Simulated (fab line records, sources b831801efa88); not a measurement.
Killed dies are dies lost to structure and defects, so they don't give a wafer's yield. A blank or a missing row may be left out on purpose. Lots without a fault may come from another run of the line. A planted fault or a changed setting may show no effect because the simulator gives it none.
fab line records | flow sky130
record lots=12 wafers=36 last_day=50
route steps=708 shown VIA2@528 VIA3@575 CAP2M@607 PAD_OPEN@708
lots that met no fault: from a run of the same line without faults
start_h: hours from the record's first day to the start of the lot's first wafer shown | wait_h: hours since the lot's step before | " the same as in the row above | L1.1+2: a row that stands for several wafers | - no value, or no start given | * or withheld: withheld | < > ~ a bound
route shown NAME@n: a module of which the file shows steps, and the number in the route of the first | usual: mean/standard deviation of fault-free wafers | same: alike in all rows | chamber/n: place in a boat | sites: the reading at each site | _std_site: their standard deviation | _edge_site: outer sites' mean less inner sites' | radius_mm: how far each site lies from the wafer's centre | mask NAME#n: copy n | behind: the tool/chamber that last shaped the wafer | hold: why the lot was held/for how many hours/how that ended | device: the transistor (n, p or np) that didn't switch | end of line: the same wafers' tests at the end of the route | a step without rows: its recipe alone | killed: dies lost to structure and defects at the first sort, not the wafer's yield | map: a wafer's dies, x killed, . not, _ none there
set.NAME: the setting as run; set.NAME@STEP: as run at that earlier step | model.NAME: the simulator's own value behind a step, which no gauge read
steps of the route over a sample of lots; a table a step, a row a wafer
services: from which hour (start_h, from the record's first day; less than 0 if before it) a tool's chamber was out of use, for how many hours, and why
## steps
# step SKY_VIA2_CVD_21
# recipe material=W target_thk_nm=420 time_s=126.4 temp_c=400 pressure_torr=40
# usual chamber_pressure_Torr=40.01/0.09 heater_power_w=779/67
# columns lot.wafer tool chamber start_h wait_h chamber_pressure_Torr heater_power_w
L228.1 cvd_w-02 0 862.10 0.0 39.98 694
L228.4 " 1 " " 39.99 840
L228.5 " 0 " " 40.01 663
L227.3 cvd_w-02 1 864.28 0.1 39.86 828
L227.4 " 0 " " 40.09 697
L227.6 " 0 " " 40.14 671
L234.1 cvd_w-02 0 907.87 0.0 40.02 686
L234.2 " 1 " " 39.92 804
L234.5 " 0 " " 39.93 689
L236.1 cvd_w-02 1 934.95 0.0 39.95 817
L236.3 " 1 " " 39.90 833
L236.5 " 1 " " 39.76 837
L238.1 cvd_w-02 1 937.11 0.0 40.06 825
L238.2 " 0 " " 39.77 698
L238.3 " 0 " " 39.88 694
L239.1 cvd_w-02 1 943.91 0.0 40.11 831
L239.4 " 0 " " 39.91 684
L239.6 " 1 " " 40.10 816
L240.3 cvd_w-01 1 952.10 0.1 39.96 844
L240.5 " 0 " " 40.08 753
L240.6 " 1 " " 40.11 856
L243.1 cvd_w-02 0 969.96 0.0 40.10 681
L243.2 " 1 " " 40.00 822
L243.6 " 1 " " 39.96 817
L245.2 cvd_w-02 1 976.84 0.0 40.02 822
L245.4 " 1 " " 40.02 842
L245.6 " 0 " " 40.00 701
L247.2 cvd_w-01 1 989.16 0.0 39.94 873
L247.3 " 0 " " 40.10 756
L247.5 " 0 " " 39.97 746
L248.2 cvd_w-02 1 995.46 0.0 39.91 806
L248.3 " 0 " " 39.98 704
L248.5 " 1 " " 40.05 827
L250.1 cvd_w-01 0 1009.38 0.0 39.97 752
L250.2 " 1 " " 40.00 851
L250.4 " 1 " " 39.93 844
# step SKY_VIA3_CMP_02
# recipe material=SiO2 down_force_psi=4 platen_rpm=60 pad_velocity_m_s=0.94248
# usual motor_current_A=12.3/1.4
# columns lot.wafer tool chamber start_h wait_h motor_current_A
L228.4 cmp-02 2 914.85 0.6 10.7
L228.1 " 3 " " 11.7
L228.5 " 2 " " 11.6
L227.3 cmp-02 2 916.35 0.8 11.4
L227.4 " 3 " " 11.2
L227.6 " 3 " " 10.8
L234.2 cmp-01 2 957.90 0.1 13.8
L234.1 " 3 " " 11.8
L234.5 " 0 " " 11.8
L236.1 cmp-02 0 984.32 0.1 11.9
L236.3 " 1 " " 15.4
L236.5 " 0 " " 11.7
L238.3 cmp-01 0 986.97 0.0 12.8
L238.1 " 2 " " 13.9
L238.2 " 3 " " 11.4
L239.1 cmp-01 2 994.58 0.6 13.2
L239.4 " 3 " " 11.3
L239.6 " 1 " " 12.8
L240.3 cmp-02 2 1000.47 0.0 11.7
L240.6 " 2 " " 11.1
L240.5 " 3 " " 10.8
L243.1 cmp-02 2 1024.19 0.2 11.6
L243.2 " 3 " " 10.9
L243.6 " 1 " " 15.1
L245.4 cmp-01 0 1026.07 0.3 12.0
L245.2 " 3 " " 11.6
L245.6 " 0 " " 11.9
L247.2 cmp-01 3 1035.45 0.1 11.1
L247.3 " 0 " " 12.7
L247.5 " 2 " " 12.9
L248.2 cmp-02 0 1043.19 0.1 11.7
L248.3 " 2 " " 11.2
L248.5 " 0 " " 12.1
L250.1 cmp-02 2 1057.27 0.1 11.4
L250.4 " 3 " " 11.2
L250.2 " 0 " " 12.2
# step SKY_VIA3_SPUTTER_20
# recipe material=TiN target_thk_nm=20 chamber_pressure_pa=5 power_w=4000 time_s=80
# usual cathode_dc_power_W=4000.0/0.76 chamber_pressure_pa=4.999/0.011 throttle_valve_pct=29.6/1.4
# columns lot.wafer tool chamber start_h wait_h cathode_dc_power_W chamber_pressure_pa throttle_valve_pct
L228.1 pvd_sputter-03 - 939.39 0.0 3999.9 4.988 28.4
L228.4 " - " " 4000.4 4.993 29.4
L228.5 " - " " 3999.9 5.004 29.0
L227.3 pvd_sputter-01 - 941.43 0.0 3999.4 4.988 28.2
L227.4 " - " " 3999.4 4.995 29.0
L227.6 " - " " 4000.8 4.999 28.4
L234.1 pvd_sputter-01 - 982.88 0.0 4001.7 4.995 28.5
L234.2 " - " " 4000.5 4.998 29.3
L234.5 " - " " 4000.7 5.004 28.3
L236.1 pvd_sputter-03 - 1007.16 0.0 4000.6 4.990 30.8
L236.3 " - " " 3999.9 4.989 29.0
L236.5 " - " " 3999.3 4.998 30.8
L238.1 pvd_sputter-03 - 1009.56 0.0 - - -
L238.2 " - " " - - -
L238.3 " - " " - - -
L239.1 pvd_sputter-03 - 1018.42 0.0 - - -
L239.4 " - " " - - -
L239.6 " - " " - - -
L240.3 pvd_sputter-04 - 1024.42 0.0 - - -
L240.5 " - " " - - -
L240.6 " - " " - - -
L243.1 pvd_sputter-04 - 1048.17 0.0 4000.4 4.994 33.3
L243.2 " - " " 3999.7 5.003 29.1
L243.6 " - " " 4000.6 5.001 31.3
L245.2 pvd_sputter-01 - 1050.12 0.0 4000.6 4.992 30.0
L245.4 " - " " 4000.3 5.009 28.4
L245.6 " - " " 4000.4 5.000 28.4
L247.2 pvd_sputter-04 - 1060.12 0.0 4000.6 5.015 31.1
L247.3 " - " " 3999.8 5.015 30.5
L247.5 " - " " 3999.6 5.007 33.4
L248.2 pvd_sputter-03 - 1067.67 0.0 3999.5 5.003 30.7
L248.3 " - " " 4000.1 5.002 28.2
L248.5 " - " " 4001.6 4.998 29.4
L250.1 pvd_sputter-03 - 1081.11 0.0 4000.6 4.998 30.7
L250.2 " - " " 3999.1 5.011 29.4
L250.4 " - " " 3999.4 4.986 29.2
# step SKY_CAP2M_THK_MEAS_04
# recipe thk_meas_gauge=xrf reads=TiN_of_CAP2M_SPUTTER_02
# usual CAP2M_TIN_THK=203.2/2.3
# columns lot.wafer tool chamber start_h wait_h CAP2M_TIN_THK[nm]
L228.1 film_metro-03 - 940.52 0.1 202.6
L228.4 " - " " 203.6
L228.5 " - " " 203.1
L227.3 film_metro-04 - 942.63 0.1 201.3
L227.4 " - " " 201.1
L227.6 " - " " 199.7
L234.1 film_metro-03 - 984.01 0.1 202.9
L234.2 " - " " 201.4
L234.5 " - " " 201.5
L236.1 film_metro-04 - 1008.30 0.1 202.7
L236.3 " - " " 202.0
L236.5 " - " " 203.2
L243.1 film_metro-03 - 1049.30 0.1 205.4
L243.2 " - " " 200.1
L243.6 " - " " 201.7
L245.2 film_metro-02 - 1051.26 0.1 206.1
L245.4 " - " " 205.0
L245.6 " - " " 203.5
L247.2 film_metro-03 - 1061.26 0.1 202.7
L247.3 " - " " 202.8
L247.5 " - " " 201.9
L248.2 film_metro-04 - 1068.95 0.1 203.3
L248.3 " - " " 206.9
L248.5 " - " " 206.6
L250.1 film_metro-02 - 1082.24 0.1 205.0
L250.2 " - " " 203.9
L250.4 " - " " 205.3
# step SKY_PAD_OPEN_PROBE_99
# usual defect_limited_yield=82.5/1.9 killed_at_M0_to_M3=43/7.2 killed_at_M4_up=3.1/1.8 killed_at_contacts=24/5.4 killed_at_front_end=15/4.4 killed_at_other=0.4/0.56 killed_dies=86/9.3 killed_on_rim=17/3.6 killed_open=47/6.9 killed_short=39/6.6 sort_bin_3_pad_short=0.9/0.43 sort_bin_5_function=10.4/1.5 sort_bin_6_memory=6.2/1.1 sort_n_pass=406/9.3 sort_yield_pct=82.5/1.9
# same gross_dies=492 killed_at_back_side=0 sort_bin_4_leakage[%]=0 sort_bin_8_speed[%]=0
# columns lot.wafer tool chamber start_h wait_h hold defect_limited_yield[%] killed_at_M0_to_M3 killed_at_M4_up killed_at_contacts killed_at_front_end killed_at_other killed_dies killed_on_rim killed_open killed_short sort_bin_3_pad_short[%] sort_bin_5_function[%] sort_bin_6_memory[%] sort_n_pass sort_yield_pct[%]
L228.1 prober-01 - 1084.52 0.1 - 80.7 46 1 26 22 0 95 22 52 43 0.6 11.8 6.9 397 80.7
L228.4 prober-01 - 1084.67 0.2 - 83.9 45 3 17 14 0 79 20 45 34 0.8 10.8 4.5 413 83.9
L228.5 prober-01 - 1084.72 0.2 - 79.7 61 4 18 17 0 100 16 58 42 1.2 11.4 7.7 392 79.7
L227.3 prober-02 - 1088.77 0.2 - 84.3 31 4 19 23 0 77 13 55 22 0.6 10.0 5.1 415 84.3
L227.4 prober-02 - 1088.82 0.2 - 81.5 37 7 23 24 0 91 19 45 46 1.4 11.2 5.9 401 81.5
L227.6 prober-02 - 1088.92 0.2 - 80.9 44 3 23 24 0 94 18 54 40 0.6 12.0 6.5 398 80.9
L234.1 prober-02 - 1121.07 0.1 - 81.7 39 5 25 21 0 90 13 51 39 1.4 10.8 6.1 402 81.7
L234.2 prober-02 - 1121.12 0.1 - 78.7 48 6 26 25 0 105 28 57 48 0.8 12.2 8.3 387 78.7
L234.5 prober-02 - 1121.27 0.2 - 81.5 46 1 24 20 0 91 15 52 39 1.0 10.6 6.9 401 81.5
L236.1 prober-01 - 1142.17 0.1 - 85.2 34 1 22 15 1 73 18 46 27 0.8 9.3 4.7 419 85.2
L236.3 prober-01 - 1142.27 0.2 - 78.7 50 1 39 15 0 105 18 59 45 1.2 13.2 6.9 387 78.7
L236.5 prober-01 - 1142.37 0.2 - 79.9 45 6 40 8 0 99 25 58 40 0.6 13.4 6.1 393 79.9
L238.1 prober-02 - 1143.76 0.1 await_dispo/2.2h/scrap 0 451 1 23 15 2 492 96 45 39 0.8 93.1 6.1 0 0
L238.2 prober-02 - 1143.81 0.1 await_dispo/2.2h/scrap 0 449 2 25 16 0 492 96 54 26 0.8 92.9 6.3 0 0
L238.3 prober-02 - 1143.86 0.2 await_dispo/2.2h/scrap 0 443 1 31 17 0 492 96 46 37 1.2 92.1 6.7 0 0
L239.1 prober-01 - 1152.27 0.1 await_dispo/3.4h/scrap 0 445 4 26 15 2 492 96 42 37 0.8 93.9 5.3 0 0
L239.4 prober-01 - 1152.42 0.2 await_dispo/3.4h/scrap 0 444 2 22 23 1 492 96 47 35 0.2 93.1 6.7 0 0
L239.6 prober-01 - 1152.52 0.2 await_dispo/3.4h/scrap 0 449 1 26 16 0 492 96 46 29 0.6 93.3 6.1 0 0
L240.3 prober-02 - 1158.65 0.2 await_dispo/6.5h/scrap 0 444 3 31 13 1 492 96 50 38 0.2 92.9 6.9 0 0
L240.5 prober-02 - 1158.75 0.2 await_dispo/6.5h/scrap 0 447 4 25 16 0 492 96 57 30 0.8 92.7 6.5 0 0
L240.6 prober-02 - 1158.80 0.2 await_dispo/6.5h/scrap 0 446 2 32 11 1 492 96 53 31 0.2 93.7 6.1 0 0
L243.1 prober-01 - 1178.15 0.1 - 80.9 37 2 31 24 0 94 19 51 42 1.2 11.8 6.1 398 80.9
L243.2 prober-01 - 1178.20 0.1 - 82.9 45 3 25 9 2 84 19 41 43 1.0 9.6 6.5 408 82.9
L243.6 prober-01 - 1178.40 0.2 - 79.9 52 5 25 17 0 99 20 55 44 0.2 14.2 5.7 393 79.9
L245.2 prober-01 - 1181.20 0.1 - 82.1 47 3 25 13 0 88 23 53 34 0.8 12.2 4.9 404 82.1
L245.4 prober-01 - 1181.30 0.2 - 85.8 34 3 23 10 0 70 10 46 24 0.8 7.9 5.5 422 85.8
L245.6 prober-01 - 1181.40 0.2 - 84.1 29 2 32 15 0 78 16 46 32 0.6 8.7 6.5 414 84.1
L247.2 prober-01 - 1184.65 0.1 - 83.7 41 2 25 12 0 80 10 57 23 0.8 10.4 5.1 412 83.7
L247.3 prober-01 - 1184.70 0.2 - 82.7 55 4 17 9 0 85 19 46 39 1.0 10.0 6.3 407 82.7
L247.5 prober-01 - 1184.80 0.2 - 85.6 39 2 24 6 0 71 17 37 34 1.6 8.1 4.7 421 85.6
L248.2 prober-02 - 1189.10 0.1 - 79.3 49 6 26 20 1 102 22 48 54 2.0 11.6 7.1 390 79.3
L248.3 prober-02 - 1189.15 0.2 - 83.3 44 6 25 6 1 82 18 45 37 1.4 10.0 5.3 410 83.3
L248.5 prober-02 - 1189.25 0.2 - 83.7 41 1 19 18 1 80 15 38 42 1.0 7.7 7.5 412 83.7
L250.1 prober-02 - 1201.16 0.1 - 81.7 37 5 28 20 0 90 15 46 44 1.2 11.6 5.5 402 81.7
L250.2 prober-02 - 1201.21 0.1 - 79.9 49 2 37 11 0 99 22 51 48 1.2 12.0 6.9 393 79.9
L250.4 prober-02 - 1201.31 0.2 - 84.3 43 1 23 10 0 77 12 42 35 0.6 7.5 7.5 415 84.3
# killed by level:class
L228.1 VIA1:geometric_particle:open=14 LI_CONTACT:geometric_particle:open=8 FIELD_ISO:geometric_particle:short=6 CONTACT:geometric_particle:open=6 VIA2:geometric_particle:open=6 LI_CONTACT:geometric_particle:short=5 VIA1:geometric_particle:short=5 VIA3:geometric_particle:open=5
L228.4 CONTACT:geometric_particle:open=10 VIA3:geometric_particle:open=10 VIA2:geometric_particle:open=7 VIA1:geometric_particle:open=5 METAL2:geometric_particle:short=5 POLY_GATE:geometric_particle:open=4 POLY_GATE:geometric_particle:short=4 VIA1:geometric_particle:short=4
L228.5 VIA1:geometric_particle:open=16 VIA2:geometric_particle:open=8 VIA3:geometric_particle:open=7 FIELD_ISO:geometric_particle:open=6 METAL1:geometric_particle:short=6 VIA1:geometric_particle:short=6 LI_CONTACT:geometric_particle:open=5 LOCAL_INTERCONNECT:geometric_particle:short=5
L227.3 VIA2:geometric_particle:open=9 LI_CONTACT:geometric_particle:open=8 VIA1:geometric_particle:open=8 POLY_GATE:geometric_particle:open=7 CONTACT:geometric_particle:open=7 FIELD_ISO:geometric_particle:open=6 VIA3:geometric_particle:open=5 FIELD_ISO:geometric_particle:short=4
L227.4 FIELD_ISO:geometric_particle:open=11 VIA1:geometric_particle:short=8 FIELD_ISO:geometric_particle:short=7 CONTACT:geometric_particle:short=7 CONTACT:geometric_particle:open=7 VIA1:geometric_particle:open=7 METAL1:geometric_particle:short=6 METAL2:geometric_particle:short=4
L227.6 VIA1:geometric_particle:open=15 FIELD_ISO:geometric_particle:short=7 CONTACT:geometric_particle:open=7 POLY_GATE:geometric_particle:short=6 LI_CONTACT:geometric_particle:open=5 CONTACT:geometric_particle:short=5 METAL1:geometric_particle:short=5 VIA3:geometric_particle:open=5
L234.1 VIA1:geometric_particle:open=11 LI_CONTACT:geometric_particle:open=10 POLY_GATE:geometric_particle:short=7 CONTACT:geometric_particle:open=7 VIA3:geometric_particle:open=5 METAL2:geometric_particle:short=4 POLY_GATE:geometric_particle:open=4 METAL3:geometric_particle:short=4
L234.2 VIA1:geometric_particle:open=18 VIA1:geometric_particle:short=12 LI_CONTACT:geometric_particle:open=9 POLY_GATE:geometric_particle:open=8 CONTACT:geometric_particle:open=7 METAL4:geometric_particle:short=6 FIELD_ISO:geometric_particle:open=5 POLY_GATE:geometric_particle:short=5
L234.5 VIA1:geometric_particle:open=12 CONTACT:geometric_particle:open=9 VIA1:geometric_particle:short=8 VIA2:geometric_particle:open=6 CONTACT:geometric_particle:short=6 VIA3:geometric_particle:open=6 POLY_GATE:geometric_particle:open=5 FIELD_ISO:geometric_particle:short=4
L236.1 CONTACT:geometric_particle:open=9 VIA1:geometric_particle:open=8 LI_CONTACT:geometric_particle:open=7 VIA3:geometric_particle:open=6 METAL1:geometric_particle:short=5 FIELD_ISO:geometric_particle:open=4 POLY_CUT:geometric_particle:open=4 METAL2:geometric_particle:short=3
L236.3 LI_CONTACT:geometric_particle:open=12 CONTACT:geometric_particle:open=12 VIA1:geometric_particle:short=9 METAL2:geometric_particle:short=8 VIA2:geometric_particle:open=8 VIA3:geometric_particle:open=8 VIA1:geometric_particle:open=7 POLY_GATE:geometric_particle:open=5
L236.5 CONTACT:geometric_particle:open=18 VIA1:geometric_particle:open=12 LI_CONTACT:geometric_particle:open=8 CONTACT:geometric_particle:short=8 VIA3:geometric_particle:open=6 METAL2:geometric_particle:short=5 VIA2:geometric_particle:open=5 VIA2:geometric_particle:short=4
L238.1 VIA3:area_sputter=407 VIA1:geometric_particle:open=12 METAL2:geometric_particle:short=11 LOCAL_INTERCONNECT:geometric_particle:short=7 VIA2:geometric_particle:open=7 CONTACT:geometric_particle:open=6 POLY_GATE:geometric_particle:open=5 VIA3:geometric_particle:open=5
L238.2 VIA3:area_sputter=412 VIA1:geometric_particle:open=14 CONTACT:geometric_particle:open=10 LI_CONTACT:geometric_particle:open=9 FIELD_ISO:geometric_particle:open=6 VIA2:geometric_particle:open=5 POLY_GATE:geometric_particle:open=4 VIA3:geometric_particle:open=4
L238.3 VIA3:area_sputter=409 CONTACT:geometric_particle:open=16 VIA1:geometric_particle:open=9 FIELD_ISO:geometric_particle:short=7 LOCAL_INTERCONNECT:geometric_particle:short=6 VIA2:geometric_particle:open=5 FIELD_ISO:geometric_particle:open=4 CONTACT:geometric_particle:short=4
L239.1 VIA3:area_sputter=411 VIA1:geometric_particle:open=10 CONTACT:geometric_particle:open=9 LI_CONTACT:geometric_particle:open=7 VIA1:geometric_particle:short=7 CONTACT:geometric_particle:short=5 FIELD_ISO:geometric_particle:short=4 FIELD_ISO:geometric_particle:open=4
L239.4 VIA3:area_sputter=407 VIA1:geometric_particle:open=12 POLY_GATE:geometric_particle:open=8 LI_CONTACT:geometric_particle:open=8 VIA1:geometric_particle:short=6 FIELD_ISO:geometric_particle:short=4 LOCAL_INTERCONNECT:geometric_particle:short=4 CONTACT:geometric_particle:open=4
L239.6 VIA3:area_sputter=416 CONTACT:geometric_particle:open=11 VIA1:geometric_particle:open=9 LI_CONTACT:geometric_particle:open=6 VIA2:geometric_particle:open=6 VIA1:geometric_particle:short=6 FIELD_ISO:geometric_particle:short=5 METAL3:geometric_particle:short=5
L240.3 VIA3:area_sputter=403 VIA1:geometric_particle:open=13 CONTACT:geometric_particle:open=7 LI_CONTACT:geometric_particle:open=6 LOCAL_INTERCONNECT:geometric_particle:short=6 CONTACT:geometric_particle:short=6 VIA1:geometric_particle:short=5 METAL1:geometric_particle:short=5
L240.5 VIA3:area_sputter=405 CONTACT:geometric_particle:open=12 VIA2:geometric_particle:open=8 VIA1:geometric_particle:open=8 VIA3:geometric_particle:open=7 LI_CONTACT:geometric_particle:open=6 FIELD_ISO:geometric_particle:open=5 FIELD_ISO:geometric_particle:short=4
L240.6 VIA3:area_sputter=407 CONTACT:geometric_particle:open=14 VIA2:geometric_particle:open=10 VIA1:geometric_particle:open=9 LI_CONTACT:geometric_particle:open=7 LOCAL_INTERCONNECT:geometric_particle:short=5 METAL1:geometric_particle:short=5 FIELD_ISO:geometric_particle:short=3
L243.1 CONTACT:geometric_particle:open=10 VIA1:geometric_particle:open=10 LI_CONTACT:geometric_particle:open=7 VIA3:geometric_particle:open=7 FIELD_ISO:geometric_particle:short=6 CONTACT:geometric_particle:short=6 VIA2:geometric_particle:open=5 POLY_GATE:geometric_particle:short=4
L243.2 VIA1:geometric_particle:open=14 CONTACT:geometric_particle:open=8 LOCAL_INTERCONNECT:geometric_particle:short=6 VIA3:geometric_particle:short=6 CONTACT:geometric_particle:short=5 METAL1:geometric_particle:short=5 LI_CONTACT:geometric_particle:open=4 METAL2:geometric_particle:short=4
L243.6 CONTACT:geometric_particle:open=13 VIA1:geometric_particle:open=12 VIA3:geometric_particle:open=9 FIELD_ISO:geometric_particle:open=8 METAL1:geometric_particle:short=7 METAL2:geometric_particle:short=6 CONTACT:geometric_particle:short=6 VIA1:geometric_particle:short=6
L245.2 CONTACT:geometric_particle:open=11 VIA3:geometric_particle:open=10 VIA2:geometric_particle:open=8 LI_CONTACT:geometric_particle:open=7 VIA1:geometric_particle:open=6 METAL3:geometric_particle:short=6 METAL2:geometric_particle:short=6 FIELD_ISO:geometric_particle:short=4
L245.4 CONTACT:geometric_particle:open=9 VIA1:geometric_particle:open=9 VIA3:geometric_particle:open=7 VIA2:geometric_particle:open=6 LI_CONTACT:geometric_particle:open=4 LOCAL_INTERCONNECT:geometric_particle:short=4 CONTACT:geometric_particle:short=4 FIELD_ISO:geometric_particle:open=3
L245.6 CONTACT:geometric_particle:open=12 LOCAL_INTERCONNECT:geometric_particle:short=9 VIA1:geometric_particle:open=8 VIA2:geometric_particle:open=6 LI_CONTACT:geometric_particle:open=5 VIA3:geometric_particle:open=5 VIA2:geometric_particle:short=3 POLY_GATE:geometric_particle:open=3
L247.2 VIA1:geometric_particle:open=13 CONTACT:geometric_particle:open=10 LI_CONTACT:geometric_particle:open=9 VIA3:geometric_particle:open=8 FIELD_ISO:geometric_particle:open=5 VIA2:geometric_particle:open=5 VIA1:geometric_particle:short=3 LOCAL_INTERCONNECT:geometric_particle:short=3
L247.3 VIA1:geometric_particle:open=17 METAL2:geometric_particle:short=8 LI_CONTACT:geometric_particle:open=7 VIA2:geometric_particle:open=7 VIA3:geometric_particle:open=6 METAL1:geometric_particle:short=4 METAL3:geometric_particle:short=4 POLY_GATE:geometric_particle:short=3
L247.5 CONTACT:geometric_particle:open=9 VIA1:geometric_particle:open=8 LI_CONTACT:geometric_particle:open=7 METAL1:geometric_particle:short=7 VIA3:geometric_particle:open=5 METAL2:geometric_particle:short=4 VIA2:geometric_particle:short=4 VIA2:geometric_particle:open=4
L248.2 VIA1:geometric_particle:open=11 CONTACT:geometric_particle:open=9 FIELD_ISO:geometric_particle:open=6 VIA2:geometric_particle:short=6 METAL1:geometric_particle:short=6 VIA1:geometric_particle:short=6 METAL4:geometric_particle:short=6 POLY_GATE:geometric_particle:short=5
L248.3 CONTACT:geometric_particle:open=11 VIA1:geometric_particle:open=10 METAL1:geometric_particle:short=6 LI_CONTACT:geometric_particle:open=5 LOCAL_INTERCONNECT:geometric_particle:short=5 VIA2:geometric_particle:open=5 VIA1:geometric_particle:short=5 VIA3:geometric_particle:open=5
L248.5 VIA1:geometric_particle:open=8 VIA3:geometric_particle:open=6 METAL1:geometric_particle:short=5 VIA2:geometric_particle:open=5 FIELD_ISO:geometric_particle:short=4 POLY_GATE:geometric_particle:short=4 POLY_GATE:geometric_particle:open=4 LOCAL_INTERCONNECT:geometric_particle:short=4
L250.1 CONTACT:geometric_particle:open=10 LI_CONTACT:geometric_particle:open=8 VIA1:geometric_particle:open=8 CONTACT:geometric_particle:short=6 METAL3:geometric_particle:short=5 FIELD_ISO:geometric_particle:short=4 METAL1:geometric_particle:short=4 METAL2:geometric_particle:short=4
L250.2 VIA1:geometric_particle:open=13 CONTACT:geometric_particle:open=12 CONTACT:geometric_particle:short=8 VIA1:geometric_particle:short=8 LI_CONTACT:geometric_particle:open=7 LOCAL_INTERCONNECT:geometric_particle:short=5 METAL1:geometric_particle:short=5 VIA2:geometric_particle:open=5
L250.4 CONTACT:geometric_particle:open=11 VIA2:geometric_particle:open=9 VIA1:geometric_particle:short=9 VIA1:geometric_particle:open=7 METAL1:geometric_particle:short=5 METAL2:geometric_particle:short=5 VIA3:geometric_particle:open=5 FIELD_ISO:geometric_particle:short=4
## services
# columns tool chamber start_h hours kind
cvd_w-02 1 845.55 10.0 repair
pvd_sputter-03 - 851.53 0.9 repair
cmp-01 - 859.78 1.6 repair
cmp-01 - 862.84 0.2 repair
pvd_sputter-03 1 862.86 - consumable_replace:kit
pvd_sputter-03 1 862.86 18.0 scheduled_down
pvd_sputter-03 1 862.86 18.0 vent_cycle
cmp-02 - 872.72 0.3 repair
cmp-01 - 889.94 1.7 repair
cmp-02 - 902.63 3.3 pm
cvd_w-01 - 904.00 14.0 pm
cmp-01 - 913.95 4.0 pm
cvd_w-02 - 923.96 0.9 repair
cmp-02 - 946.94 0.8 repair
pvd_sputter-03 - 1003.82 0.9 repair
cmp-02 - 1017.87 4.8 repair
cvd_w-01 - 1018.95 1.2 repair
cmp-02 - 1030.01 3.4 pm
cmp-02 - 1034.97 3.3 repair
cvd_w-02 1 1040.35 4.8 repair
cmp-01 - 1045.41 1.4 repair
cmp-01 - 1053.96 3.3 repair
cmp-01 - 1065.86 2.4 repair
pvd_sputter-01 - 1081.02 11.1 repair
## key
first_sign step=SKY_VIA3_SPUTTER_20 reading=tool_record direction=missing
effect step=SKY_PAD_OPEN_PROBE_99 reading=sort_bin_5_function direction=up sigmas=57 usual=10.4 struck=93.1
more_kills_born_at SKY_VIA3_SPUTTER_20@pvd_sputter-03=2455 SKY_VIA3_SPUTTER_20@pvd_sputter-04=1215
met_at SKY_VIA3_SPUTTER_20
struck_lots L238,L239,L240
later_rows_left_out L238.1,L238.2,L238.3,L239.1,L239.4,L239.6,L240.3,L240.5,L240.6
not_acting_at SKY_VIA2_CVD_21,SKY_VIA3_CMP_02,SKY_CAP2M_THK_MEAS_04
onset_between 1007.16 1009.56
fault kind=skipped_step_whole tool=pvd_sputter-03,pvd_sputter-04 chamber=- onset_h=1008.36 steps=SKY_VIA3_SPUTTER_20 scope=struck_lots_only
# later_rows_left_out: the simulator's readings of these wafers behind a module that went badly wrong aren't trusted and aren't shown, but for the sort
